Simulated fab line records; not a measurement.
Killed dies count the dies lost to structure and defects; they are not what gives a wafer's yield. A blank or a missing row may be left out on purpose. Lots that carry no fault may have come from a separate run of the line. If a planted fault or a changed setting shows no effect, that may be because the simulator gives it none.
Which tool did it? || flow sky130 || Sampling: 13 lots, 39 wafers, 4 of 708 route steps

== WHAT THE GAUGES READ, wafer by wafer ==
SKY_LDD_N_TW_MEAS_17. Usual: LDD_N_TW 2577, standard deviation 16.
{"lot": "L226", "measured": "day 17 14:44", "on": "film metro-04", "LDD_N_TW": "2597 2595 2596", "flag": ""}
{"lot": "L227", "measured": "day 18 03:37", "on": "film metro-04", "LDD_N_TW": "2600 2598 2578", "flag": ""}
{"lot": "L228", "measured": "day 18 05:52", "on": "film metro-02", "LDD_N_TW": "2567 2579 2557", "flag": ""}
{"lot": "L229", "measured": "day 18 18:37", "on": "film metro-02", "LDD_N_TW": "2573 2570 2589", "flag": ""}
{"lot": "L230", "measured": "day 19 00:37", "on": "film metro-04", "LDD_N_TW": "2591 2612 2588", "flag": ""}
{"lot": "L231", "measured": "day 19 07:11", "on": "film metro-04", "LDD_N_TW": "2595 2599 2584", "flag": ""}
{"lot": "L232", "measured": "day 19 20:53", "on": "film metro-04", "LDD_N_TW": "2610 2599 2574", "flag": ""}
{"lot": "L236", "measured": "day 21 22:47", "on": "film metro-01", "LDD_N_TW": "2580 2568 2594", "flag": ""}
{"lot": "L237", "measured": "day 22 05:41", "on": "film metro-02", "LDD_N_TW": "2589 2578 2568", "flag": ""}
{"lot": "L244", "measured": "day 24 11:07", "on": "film metro-01", "LDD_N_TW": "2558 2567 2563", "flag": ""}
{"lot": "L245", "measured": "day 24 15:46", "on": "film metro-01", "LDD_N_TW": "2576 2549 2559", "flag": ""}
{"lot": "L248", "measured": "day 25 17:49", "on": "film metro-01", "LDD_N_TW": "2556 2558 2568", "flag": ""}
{"lot": "L249", "measured": "day 25 20:29", "on": "film metro-01", "LDD_N_TW": "2568 2567 2583", "flag": ""}

SKY_LDD_P_CD_MEAS_07: the cd target is 380 nm. Usual: cd nm at 379.3 nm, with a standard deviation of 2.6.
{"lot": "L226", "measured": "day 18 20:19", "on": "cd sem-02", "cd nm (nm)": "380.3 376.4 376.2", "flag": ""}
{"lot": "L227", "measured": "day 19 09:11", "on": "cd sem-01", "cd nm (nm)": "378.4 379.3 379.6", "flag": ""}
{"lot": "L228", "measured": "day 19 12:20", "on": "cd sem-01", "cd nm (nm)": "378.2 378.0 377.1", "flag": ""}
{"lot": "L229", "measured": "day 20 01:47", "on": "cd sem-01", "cd nm (nm)": "379.7 378.8 383.2", "flag": ""}
{"lot": "L230", "measured": "day 20 07:35", "on": "cd sem-02", "cd nm (nm)": "382.9 386.1 382.7", "flag": ""}
{"lot": "L231", "measured": "day 20 14:26", "on": "cd sem-02", "cd nm (nm)": "379.7 375.5 377.0", "flag": ""}
{"lot": "L232", "measured": "day 21 03:14", "on": "cd sem-01", "cd nm (nm)": "382.4 379.3 382.0", "flag": ""}
{"lot": "L236", "measured": "day 23 04:50", "on": "cd sem-01", "cd nm (nm)": "381.1 381.2 382.0", "flag": ""}
{"lot": "L237", "measured": "day 23 12:47", "on": "cd sem-01", "cd nm (nm)": "382.6 381.5 379.3", "flag": ""}
{"lot": "L244", "measured": "day 25 16:17", "on": "cd sem-02", "cd nm (nm)": "379.2 375.9 381.4", "flag": ""}
{"lot": "L245", "measured": "day 25 20:13", "on": "cd sem-02", "cd nm (nm)": "379.6 381.6 381.5", "flag": ""}
{"lot": "L248", "measured": "day 26 22:40", "on": "cd sem-01", "cd nm (nm)": "377.9 378.6 380.6", "flag": ""}
{"lot": "L249", "measured": "day 27 01:23", "on": "cd sem-02", "cd nm (nm)": "374.7 375.5 376.1", "flag": ""}

== EACH LOT AND THE TOOL THAT RAN IT (in order: tool; ch and the chambers of the sampled wafers; start) ==
{"lot": "L226", "SKY_RES_PROTECT_STRIP_07": "plasma asher-02 ch 0,1, day 15 00:11", "SKY_LDD_N_IMPLANT_15": "implanter-01 ch 0, day 17 14:30"}
{"lot": "L227", "SKY_RES_PROTECT_STRIP_07": "plasma asher-03 ch 0,1, day 15 10:40", "SKY_LDD_N_IMPLANT_15": "implanter-02 ch 0, day 18 03:22"}
{"lot": "L228", "SKY_RES_PROTECT_STRIP_07": "plasma asher-04 ch 0,1, day 15 14:43", "SKY_LDD_N_IMPLANT_15": "implanter-02 ch 0, day 18 05:37"}
{"lot": "L229", "SKY_RES_PROTECT_STRIP_07": "plasma asher-03 ch 0,1, day 15 23:40", "SKY_LDD_N_IMPLANT_15": "implanter-01 ch 0, day 18 18:22"}
{"lot": "L230", "SKY_RES_PROTECT_STRIP_07": "plasma asher-02 ch 1, day 16 07:05", "SKY_LDD_N_IMPLANT_15": "implanter-01 ch 0, day 19 00:22"}
{"lot": "L231", "SKY_RES_PROTECT_STRIP_07": "plasma asher-03 ch 0,1, day 16 15:16", "SKY_LDD_N_IMPLANT_15": "implanter-03 ch 0, day 19 06:58"}
{"lot": "L232", "SKY_RES_PROTECT_STRIP_07": "plasma asher-04 ch 0,1, day 17 01:55", "SKY_LDD_N_IMPLANT_15": "implanter-01 ch 0, day 19 20:38"}
{"lot": "L236", "SKY_RES_PROTECT_STRIP_07": "plasma asher-03 ch 0, day 19 05:20", "SKY_LDD_N_IMPLANT_15": "implanter-01 ch 0, day 21 22:32"}
{"lot": "L237", "SKY_RES_PROTECT_STRIP_07": "plasma asher-03 ch 0,1, day 19 10:20", "SKY_LDD_N_IMPLANT_15": "implanter-01 ch 0, day 22 05:26"}
{"lot": "L244", "SKY_RES_PROTECT_STRIP_07": "plasma asher-04 ch 0,1, day 21 17:49", "SKY_LDD_N_IMPLANT_15": "implanter-03 ch 0, day 24 10:52"}
{"lot": "L245", "SKY_RES_PROTECT_STRIP_07": "plasma asher-02 ch 0,1, day 21 20:22", "SKY_LDD_N_IMPLANT_15": "implanter-02 ch 0, day 24 15:25"}
{"lot": "L248", "SKY_RES_PROTECT_STRIP_07": "plasma asher-04 ch 0,1, day 23 01:49", "SKY_LDD_N_IMPLANT_15": "implanter-01 ch 0, day 25 17:35"}
{"lot": "L249", "SKY_RES_PROTECT_STRIP_07": "plasma asher-03 ch 0, day 23 05:34", "SKY_LDD_N_IMPLANT_15": "implanter-01 ch 0, day 25 20:14"}
- SKY_RES_PROTECT_STRIP_07: strips in O2/N2.
- SKY_LDD_N_IMPLANT_15

== AS READ BY THE TOOLS THEMSELVES (means over the sampled wafers that have a number; for cases with no such wafer, the mark the record gives instead) ==
SKY_RES_PROTECT_STRIP_07. Usual: drypump motor current A 5.5 A, standard deviation 0.47; oes product au 0.517 a.u., standard deviation 0.0045; strip time to endpoint s 23.29 s, standard deviation 0.042.
{"lot": "L226", "tool": "plasma asher-02", "drypump motor current A (A)": 5.0, "oes product au (a.u.)": 0.514, "strip time to endpoint s (s)": 23.31, "flag": ""}
{"lot": "L227", "tool": "plasma asher-03", "drypump motor current A (A)": 6.1, "oes product au (a.u.)": 0.517, "strip time to endpoint s (s)": 23.27, "flag": ""}
{"lot": "L228", "tool": "plasma asher-04", "drypump motor current A (A)": 5.5, "oes product au (a.u.)": 0.517, "strip time to endpoint s (s)": 23.31, "flag": ""}
{"lot": "L229", "tool": "plasma asher-03", "drypump motor current A (A)": 6.1, "oes product au (a.u.)": 0.515, "strip time to endpoint s (s)": 23.27, "flag": ""}
{"lot": "L230", "tool": "plasma asher-02", "drypump motor current A (A)": 5.0, "oes product au (a.u.)": 0.519, "strip time to endpoint s (s)": 23.24, "flag": ""}
{"lot": "L231", "tool": "plasma asher-03", "drypump motor current A (A)": 5.8, "oes product au (a.u.)": 0.512, "strip time to endpoint s (s)": 23.32, "flag": ""}
{"lot": "L232", "tool": "plasma asher-04", "drypump motor current A (A)": 5.5, "oes product au (a.u.)": 0.515, "strip time to endpoint s (s)": 23.36, "flag": ""}
{"lot": "L236", "tool": "plasma asher-03", "drypump motor current A (A)": 5.5, "oes product au (a.u.)": 0.512, "strip time to endpoint s (s)": 23.31, "flag": ""}
{"lot": "L237", "tool": "plasma asher-03", "drypump motor current A (A)": 6.1, "oes product au (a.u.)": 0.518, "strip time to endpoint s (s)": 23.23, "flag": ""}
{"lot": "L244", "tool": "plasma asher-04", "drypump motor current A (A)": 5.5, "oes product au (a.u.)": 0.517, "strip time to endpoint s (s)": 23.27, "flag": ""}
{"lot": "L245", "tool": "plasma asher-02", "drypump motor current A (A)": 5.1, "oes product au (a.u.)": 0.513, "strip time to endpoint s (s)": 23.32, "flag": ""}
{"lot": "L248", "tool": "plasma asher-04", "drypump motor current A (A)": 5.5, "oes product au (a.u.)": 0.519, "strip time to endpoint s (s)": 23.27, "flag": ""}
{"lot": "L249", "tool": "plasma asher-03", "drypump motor current A (A)": 5.5, "oes product au (a.u.)": 0.519, "strip time to endpoint s (s)": 23.28, "flag": ""}

SKY_LDD_N_IMPLANT_15. Usual: beam on s 9.95 s, standard deviation 0.19; faraday current uA 28.3, standard deviation 0.51.
{"lot": "L226", "tool": "implanter-01", "beam on s (s)": 10.05, "faraday current uA": 28.2, "flag": ""}
{"lot": "L227", "tool": "implanter-02", "beam on s (s)": 10.02, "faraday current uA": 28.0, "flag": ""}
{"lot": "L228", "tool": "implanter-02", "beam on s (s)": 9.72, "faraday current uA": 29.0, "flag": ""}
{"lot": "L229", "tool": "implanter-01", "beam on s (s)": 9.91, "faraday current uA": 28.5, "flag": ""}
{"lot": "L230", "tool": "implanter-01", "beam on s (s)": 10.05, "faraday current uA": 28.0, "flag": ""}
{"lot": "L231", "tool": "implanter-03", "beam on s (s)": 9.88, "faraday current uA": 28.6, "flag": ""}
{"lot": "L232", "tool": "implanter-01", "beam on s (s)": 9.88, "faraday current uA": 28.5, "flag": ""}
{"lot": "L236", "tool": "implanter-01", "beam on s (s)": 14.23, "faraday current uA": 19.8, "flag": "OFF"}
{"lot": "L237", "tool": "implanter-01", "beam on s (s)": 14.11, "faraday current uA": 19.9, "flag": "OFF"}
{"lot": "L244", "tool": "implanter-03", "beam on s (s)": 9.93, "faraday current uA": 28.5, "flag": ""}
{"lot": "L245", "tool": "implanter-02", "beam on s (s)": 9.96, "faraday current uA": 28.3, "flag": ""}
{"lot": "L248", "tool": "implanter-01", "beam on s (s)": 9.94, "faraday current uA": 28.3, "flag": ""}
{"lot": "L249", "tool": "implanter-01", "beam on s (s)": 9.88, "faraday current uA": 28.5, "flag": ""}

== THE ANSWER, worked out from the rows above alone ==
Rule: a lot counts as off when the mean over its wafers that have a number is more than 3 standard deviations away from the usual mean. Also off: a lot with no number at a reading for which 4 or more lots have one. Any other lot the step has rows for is counted as sound. The gauges are gone through in route order, then the tools' own readings, and for those a lot's mean is taken as printed above. The first step at which some lot is off is used, and at that step the reading that is off furthest; a lot without a number counts as furthest.
Off: L236, L237, at SKY_LDD_N_IMPLANT_15 (beam on s).
If a tool, at that step or one of the process steps before it, ran each lot that is off and ran no sound lot following the first of them, it fits. No candidate that was tried fits.

== WHAT HAD BEEN PUT IN BY THE SIMULATOR ==
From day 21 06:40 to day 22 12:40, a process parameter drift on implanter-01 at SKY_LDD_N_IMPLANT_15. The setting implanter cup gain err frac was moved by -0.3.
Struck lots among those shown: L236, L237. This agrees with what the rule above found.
